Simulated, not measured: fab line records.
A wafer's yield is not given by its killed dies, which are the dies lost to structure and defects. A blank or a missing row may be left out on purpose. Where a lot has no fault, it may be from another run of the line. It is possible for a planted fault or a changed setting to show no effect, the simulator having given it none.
fab line records -- flow gf180mcu
record lots=13, wafers=39, last-day=34
route steps=602 shown VT_IMPLANT@109 M1@321 V1@340
lots untouched by any fault: they come from a run of this same line in which no faults occurred
start-h: hours from the record's opening day to when the first of the lot's shown wafers began -- wait-h: hours elapsed since this lot's preceding step -- " repeats the value in the row above -- L1.1+2: one row covering several wafers at once -- - either no value or no given start -- * or withheld: withheld -- < > ~ a bound
route shown NAME@n: names a module that has steps shown in the file, with the first one's number in the route -- usual: mean and standard deviation over wafers with no fault -- same: alike in all rows -- chamber/n: place in a boat -- sites: readings site by site -- _std_site: how widely they spread, as a standard deviation -- _edge_site: outer sites' mean less inner sites' -- radius-mm: how far each site lies from the wafer's centre -- mask NAME#n: copy n -- behind: the most recent tool/chamber to have shaped the wafer -- hold: cause of the lot's hold/its duration in hours/its outcome -- device: which transistor (n, p or np) failed to switch -- end of line: the route-end tests of the same wafers -- a step without rows: its recipe alone -- killed: not the wafer's yield, but the dies lost to structure and defects at the first sort -- map: shows each die of a wafer: x if killed, . if not, _ if none is there
set.NAME: the setting that was run; set.NAME@STEP: the one run at that earlier step -- model.NAME: the simulator's own value behind a step, which no gauge read
one table for each step of the route and one row for each wafer, over a sample of lots
services: when a tool's chamber went out of use (start-h, in hours from the record's first day, below 0 if earlier), for how many hours, and the reason
## steps
# step GF_VT_IMPLANT_IMPLANT_19
# recipe species=As, energy-kev=100, dose-cm2=4.35e+12, tilt-deg=7
# usual dose-ions-cm2=4.35e+12/4.9e+09, faraday-current-uA=24.5/0.46
lot.wafer,tool,chamber,start-h,wait-h,dose-ions-cm2,faraday-current-uA
L742.3,implanter-04,0,127.04,0.1,4.346e+12,23.9
L742.5,implanter-04,0,127.04,0.1,4.35e+12,24.5
L742.6,implanter-04,0,127.04,0.1,4.346e+12,25.0
L743.1,implanter-02,0,132.84,0.0,4.346e+12,23.9
L743.5,implanter-02,0,132.84,0.0,4.352e+12,24.4
L743.6,implanter-02,0,132.84,0.0,4.346e+12,24.2
L746.1,implanter-01,0,154.04,0.0,4.364e+12,24.1
L746.2,implanter-01,0,154.04,0.0,4.35e+12,23.9
L746.3,implanter-01,0,154.04,0.0,4.355e+12,23.3
L747.1,implanter-02,0,156.68,0.0,4.351e+12,25.0
L747.4,implanter-02,0,156.68,0.0,4.351e+12,23.8
L747.6,implanter-02,0,156.68,0.0,4.354e+12,24.5
L749.1,implanter-01,0,168.08,0.0,4.349e+12,24.4
L749.5,implanter-01,0,168.08,0.0,4.349e+12,24.4
L749.6,implanter-01,0,168.08,0.0,4.355e+12,24.8
L753.1,implanter-01,0,199.34,0.0,7.47e+12,42.4
L753.3,implanter-01,0,199.34,0.0,7.462e+12,43.3
L753.4,implanter-01,0,199.34,0.0,7.458e+12,42.9
L754.1,implanter-01,0,216.03,0.0,7.448e+12,43.2
L754.4,implanter-01,0,216.03,0.0,7.443e+12,42.3
L754.6,implanter-01,0,216.03,0.0,7.454e+12,42.4
L756.2,implanter-04,0,223.70,0.1,4.354e+12,24.6
L756.5,implanter-04,0,223.70,0.1,4.359e+12,24.2
L756.6,implanter-04,0,223.70,0.1,4.358e+12,24.5
L758.1,implanter-02,0,234.48,0.0,4.351e+12,23.8
L758.5,implanter-02,0,234.48,0.0,4.352e+12,24.3
L758.6,implanter-02,0,234.48,0.0,4.358e+12,24.5
L759.2,implanter-04,0,246.31,0.0,4.347e+12,24.2
L759.5,implanter-04,0,246.31,0.0,4.351e+12,24.6
L759.6,implanter-04,0,246.31,0.0,4.355e+12,24.6
L761.3,implanter-04,0,254.43,0.1,4.337e+12,25.3
L761.5,implanter-04,0,254.43,0.1,4.351e+12,25.2
L761.6,implanter-04,0,254.43,0.1,4.35e+12,24.3
L762.1,implanter-02,0,254.99,0.0,4.35e+12,24.5
L762.2,implanter-02,0,254.99,0.0,4.35e+12,25.6
L762.6,implanter-02,0,254.99,0.0,4.349e+12,24.8
L764.3,implanter-04,0,269.53,0.1,4.347e+12,24.0
L764.5,implanter-04,0,269.53,0.1,4.347e+12,23.9
L764.6,implanter-04,0,269.53,0.1,4.347e+12,23.9
# step GF_VT_IMPLANT_TW_MEAS_21
# usual VT_IMPLANT_2_TW=1223/6.5
lot.wafer,tool,chamber,start-h,wait-h,VT_IMPLANT_2_TW
L742.3,film-metro-01,-,127.26,0.1,1225
L742.5,film-metro-01,-,127.26,0.1,1231
L742.6,film-metro-01,-,127.26,0.1,1232
L743.1,film-metro-04,-,133.09,0.1,1229
L743.5,film-metro-04,-,133.09,0.1,1222
L743.6,film-metro-04,-,133.09,0.1,1228
L746.1,film-metro-04,-,154.29,0.1,1217
L746.2,film-metro-04,-,154.29,0.1,1219
L746.3,film-metro-04,-,154.29,0.1,1218
L747.1,film-metro-04,-,156.93,0.1,1221
L747.4,film-metro-04,-,156.93,0.1,1218
L747.6,film-metro-04,-,156.93,0.1,1217
L749.1,film-metro-01,-,168.33,0.1,1227
L749.5,film-metro-01,-,168.33,0.1,1228
L749.6,film-metro-01,-,168.33,0.1,1232
L753.1,film-metro-01,-,199.59,0.1,1455
L753.3,film-metro-01,-,199.59,0.1,1454
L753.4,film-metro-01,-,199.59,0.1,1467
L754.1,film-metro-04,-,216.28,0.1,1444
L754.4,film-metro-04,-,216.28,0.1,1445
L754.6,film-metro-04,-,216.28,0.1,1447
L756.2,film-metro-03,-,223.94,0.1,1221
L756.5,film-metro-03,-,223.94,0.1,1228
L756.6,film-metro-03,-,223.94,0.1,1227
L758.1,film-metro-03,-,234.73,0.1,1225
L758.5,film-metro-03,-,234.73,0.1,1217
L758.6,film-metro-03,-,234.73,0.1,1219
L759.2,film-metro-04,-,246.55,0.1,1218
L759.5,film-metro-04,-,246.55,0.1,1215
L759.6,film-metro-04,-,246.55,0.1,1206
L761.3,film-metro-01,-,254.75,0.1,1235
L761.5,film-metro-01,-,254.75,0.1,1229
L761.6,film-metro-01,-,254.75,0.1,1230
L762.1,film-metro-01,-,255.24,0.1,1227
L762.2,film-metro-01,-,255.24,0.1,1234
L762.6,film-metro-01,-,255.24,0.1,1230
L764.3,film-metro-03,-,269.75,0.1,1231
L764.5,film-metro-03,-,269.75,0.1,1225
L764.6,film-metro-03,-,269.75,0.1,1226
# step GF_M1_THK_MEAS_06
# recipe thk-meas-gauge=xrf, reads=AlCu_of_M1_SPUTTER_02
# usual M1_ALCU_THK=453/6.1
lot.wafer,tool,chamber,start-h,wait-h,M1_ALCU_THK[nm]
L742.3,film-metro-01,-,364.81,0.1,450
L742.5,film-metro-01,-,364.81,0.1,449
L742.6,film-metro-01,-,364.81,0.1,452
L743.1,film-metro-04,-,371.84,0.1,454
L743.5,film-metro-04,-,371.84,0.1,454
L743.6,film-metro-04,-,371.84,0.1,455
L746.1,film-metro-04,-,402.00,0.1,460
L746.2,film-metro-04,-,402.00,0.1,469
L746.3,film-metro-04,-,402.00,0.1,465
L747.1,film-metro-01,-,409.64,0.1,460
L747.4,film-metro-01,-,409.64,0.1,470
L747.6,film-metro-01,-,409.64,0.1,455
L749.1,film-metro-03,-,425.52,0.1,449
L749.5,film-metro-03,-,425.52,0.1,451
L749.6,film-metro-03,-,425.52,0.1,460
L753.1,film-metro-01,-,468.94,0.1,449
L753.3,film-metro-01,-,468.94,0.1,453
L753.4,film-metro-01,-,468.94,0.1,451
L754.1,film-metro-01,-,494.61,0.1,452
L754.4,film-metro-01,-,494.61,0.1,454
L754.6,film-metro-01,-,494.61,0.1,448
L756.2,film-metro-03,-,501.68,0.1,449
L756.5,film-metro-03,-,501.68,0.1,448
L756.6,film-metro-03,-,501.68,0.1,449
L758.1,film-metro-01,-,518.19,0.1,448
L758.5,film-metro-01,-,518.19,0.1,444
L758.6,film-metro-01,-,518.19,0.1,450
L759.2,film-metro-04,-,533.48,0.1,453
L759.5,film-metro-04,-,533.48,0.1,460
L759.6,film-metro-04,-,533.48,0.1,459
L762.1,film-metro-04,-,539.53,0.1,456
L762.2,film-metro-04,-,539.53,0.1,461
L762.6,film-metro-04,-,539.53,0.1,457
L761.3,film-metro-03,-,543.51,0.1,460
L761.5,film-metro-03,-,543.51,0.1,460
L761.6,film-metro-03,-,543.51,0.1,453
L764.3,film-metro-04,-,560.92,0.1,464
L764.5,film-metro-04,-,560.92,0.1,459
L764.6,film-metro-04,-,560.92,0.1,460
# step GF_M1_STRIP_17
# recipe chemistry=O2/N2, power-w=1400, pressure-mtorr=1500, platen-temp-c=250, o2-flow-sccm=3000, n2-flow-sccm=300, overash-fraction=0.5
# usual drypump-motor-current-A=5.70/0.28, heater-power-w=345/37, oes-product-au=0.539/0.0059, strip-time-to-endpoint-s=7.41/0.087
lot.wafer,tool,chamber,start-h,wait-h,drypump-motor-current-A,heater-power-w,oes-product-au,rf-hours-counter-h,strip-time-to-endpoint-s
L742.3,plasma-asher-04,0,386.87,0.1,5.44,346,0.549,-,7.46
L742.5,plasma-asher-04,0,386.87,0.1,5.44,358,0.542,-,7.46
L742.6,plasma-asher-04,1,386.87,0.1,5.92,367,0.543,-,7.55
L743.1,plasma-asher-02,1,394.22,0.2,5.55,260,0.533,74,7.40
L743.5,plasma-asher-02,0,394.22,0.2,5.58,359,0.535,-,7.35
L743.6,plasma-asher-02,1,394.22,0.2,5.55,266,0.534,-,7.34
L746.1,plasma-asher-04,0,426.43,0.1,5.48,352,0.538,78,7.34
L746.2,plasma-asher-04,1,426.43,0.1,5.90,373,0.537,78,7.36
L746.3,plasma-asher-04,0,426.43,0.1,5.48,352,0.543,-,7.33
L747.1,plasma-asher-02,1,433.73,0.1,5.56,257,0.534,0,7.39
L747.4,plasma-asher-02,1,433.73,0.1,5.57,263,0.536,-,7.43
L747.6,plasma-asher-02,1,433.73,0.1,5.56,255,0.533,-,7.36
L749.1,plasma-asher-03,0,450.08,0.1,5.46,361,0.549,66,7.56
L749.5,plasma-asher-03,1,450.08,0.1,6.33,345,0.545,-,7.53
L749.6,plasma-asher-03,0,450.08,0.1,5.46,358,0.550,-,7.56
L753.1,plasma-asher-02,0,492.89,0.1,5.60,345,0.530,6,7.32
L753.3,plasma-asher-02,1,492.89,0.1,5.52,265,0.537,-,7.34
L753.4,plasma-asher-02,0,492.89,0.1,5.57,337,0.539,-,7.35
L754.1,plasma-asher-02,0,518.38,0.1,5.60,346,0.535,9,7.35
L754.4,plasma-asher-02,0,518.38,0.1,5.58,337,0.532,-,7.37
L754.6,plasma-asher-02,0,518.38,0.1,5.60,335,0.542,-,7.41
L756.2,plasma-asher-03,0,524.88,0.1,5.46,365,0.536,74,7.34
L756.5,plasma-asher-03,0,524.88,0.1,5.47,363,0.538,-,7.39
L756.6,plasma-asher-03,1,524.88,0.1,6.34,344,0.533,-,7.31
L758.1,plasma-asher-03,0,541.13,0.1,5.49,361,0.533,76,7.36
L758.5,plasma-asher-03,1,541.13,0.1,6.32,341,0.544,-,7.33
L758.6,plasma-asher-03,0,541.13,0.1,5.48,359,0.542,-,7.38
L759.2,plasma-asher-04,0,555.52,0.1,5.48,362,0.543,92,7.50
L759.5,plasma-asher-04,0,555.52,0.1,5.46,358,0.539,-,7.46
L759.6,plasma-asher-04,1,555.52,0.1,5.95,369,0.540,-,7.50
L762.1,plasma-asher-04,0,562.93,0.1,5.46,367,0.544,93,7.44
L762.2,plasma-asher-04,1,562.93,0.1,5.93,380,0.535,93,7.48
L762.6,plasma-asher-04,1,562.93,0.1,5.94,366,0.538,-,7.46
L761.3,plasma-asher-02,1,565.81,0.1,5.52,262,0.535,-,7.42
L761.5,plasma-asher-02,0,565.81,0.1,5.59,339,0.532,-,7.33
L761.6,plasma-asher-02,1,565.81,0.1,5.55,266,0.541,-,7.39
L764.3,plasma-asher-04,1,583.06,0.1,5.93,374,0.535,-,7.40
L764.5,plasma-asher-04,1,583.06,0.1,5.89,370,0.545,-,7.36
L764.6,plasma-asher-04,0,583.06,0.1,5.45,366,0.536,-,7.36
# step GF_V1_BOW_MEAS_05
# recipe mode=bow
# usual V1_BOW=82/7.2
lot.wafer,tool,chamber,start-h,wait-h,V1_BOW[um]
L742.3,film-metro-02,-,387.98,0.2,97
L742.5,film-metro-02,-,387.98,0.2,75
L742.6,film-metro-02,-,387.98,0.2,92
L743.1,film-metro-01,-,395.34,0.2,74
L743.5,film-metro-01,-,395.34,0.2,87
L743.6,film-metro-01,-,395.34,0.2,100
L746.1,film-metro-04,-,427.59,0.2,94
L746.2,film-metro-04,-,427.59,0.2,82
L746.3,film-metro-04,-,427.59,0.2,78
L747.1,film-metro-04,-,434.85,0.2,78
L747.4,film-metro-04,-,434.85,0.2,75
L747.6,film-metro-04,-,434.85,0.2,66
L749.1,film-metro-01,-,451.21,0.2,66
L749.5,film-metro-01,-,451.21,0.2,75
L749.6,film-metro-01,-,451.21,0.2,72
L753.1,film-metro-01,-,494.05,0.2,105
L753.3,film-metro-01,-,494.05,0.2,91
L753.4,film-metro-01,-,494.05,0.2,84
L754.1,film-metro-02,-,519.52,0.2,81
L754.4,film-metro-02,-,519.52,0.2,85
L754.6,film-metro-02,-,519.52,0.2,80
L756.2,film-metro-04,-,526.04,0.3,89
L756.5,film-metro-04,-,526.04,0.3,94
L756.6,film-metro-04,-,526.04,0.3,83
L758.1,film-metro-04,-,542.23,0.2,83
L758.5,film-metro-04,-,542.23,0.2,87
L758.6,film-metro-04,-,542.23,0.2,74
L759.2,film-metro-04,-,556.64,0.3,66
L759.5,film-metro-04,-,556.64,0.3,85
L759.6,film-metro-04,-,556.64,0.3,78
L762.1,film-metro-04,-,564.23,0.1,76
L762.2,film-metro-04,-,564.23,0.1,84
L762.6,film-metro-04,-,564.23,0.1,76
L761.3,film-metro-01,-,566.92,0.1,93
L761.5,film-metro-01,-,566.92,0.1,83
L761.6,film-metro-01,-,566.92,0.1,91
L764.3,film-metro-02,-,584.20,0.2,90
L764.5,film-metro-02,-,584.20,0.2,79
L764.6,film-metro-02,-,584.20,0.2,86
## services
tool,chamber,start-h,hours,kind
implanter-02,-,150.90,3.8,pm
implanter-04,-,207.21,4.0,pm
implanter-04,-,222.26,1.4,repair
implanter-04,-,255.36,1.5,repair
implanter-04,-,263.79,0.6,repair
implanter-01,-,278.70,2.4,pm
plasma-asher-03,-,281.21,1.2,repair
plasma-asher-04,-,296.57,4.1,repair
implanter-02,-,307.29,0.6,repair
plasma-asher-03,-,316.08,0.3,repair
implanter-02,-,324.09,18.7,repair
implanter-02,-,339.65,2.0,repair
plasma-asher-03,-,377.37,2.8,pm
implanter-02,-,409.67,4.7,repair
plasma-asher-02,-,421.25,9.0,pm
implanter-01,-,425.90,1.1,repair
implanter-02,-,454.65,1.8,repair
implanter-02,-,462.83,3.2,repair
plasma-asher-04,-,463.26,1.0,repair
implanter-01,-,465.17,2.1,repair
implanter-02,-,491.73,0.7,repair
implanter-01,-,524.71,5.3,pm
implanter-04,-,533.52,1.8,repair
plasma-asher-04,-,551.47,2.8,pm
## key
first-sign step=GF_VT_IMPLANT_IMPLANT_19, reading=dose-ions-cm2, direction=up, sigmas=99+, usual=4.35e+12, struck=7.456e+12
effect step=GF_VT_IMPLANT_IMPLANT_19, reading=faraday-current-uA, direction=up, sigmas=40, usual=24.5, struck=42.7
effect step=GF_VT_IMPLANT_TW_MEAS_21, reading=VT_IMPLANT_2_TW, direction=up, sigmas=35, usual=1223, struck=1452
met-at GF_VT_IMPLANT_IMPLANT_19
struck-lots L753,L754
tester-left-out L753,L754
not-acting-at GF_M1_THK_MEAS_06,GF_M1_STRIP_17,GF_V1_BOW_MEAS_05
onset-between 168.08 199.34
fault kind=process-parameter-drift, tool=implanter-01, chamber=-, onset-h=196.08, steps=GF_VT_IMPLANT_IMPLANT_19, channel=dose-cm2, offset=3.1037e+12, shape=step, end-h=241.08, acts-in=these-recipes-only, stated=4.35e+12
# tester-left-out: of these lots the tester's yield and bins aren't shown, on N5 and GAA mostly nor the transistor test; their killed dies are dies lost to structure and defects alone, not to doping, threshold or leakage, so they don't give the yield
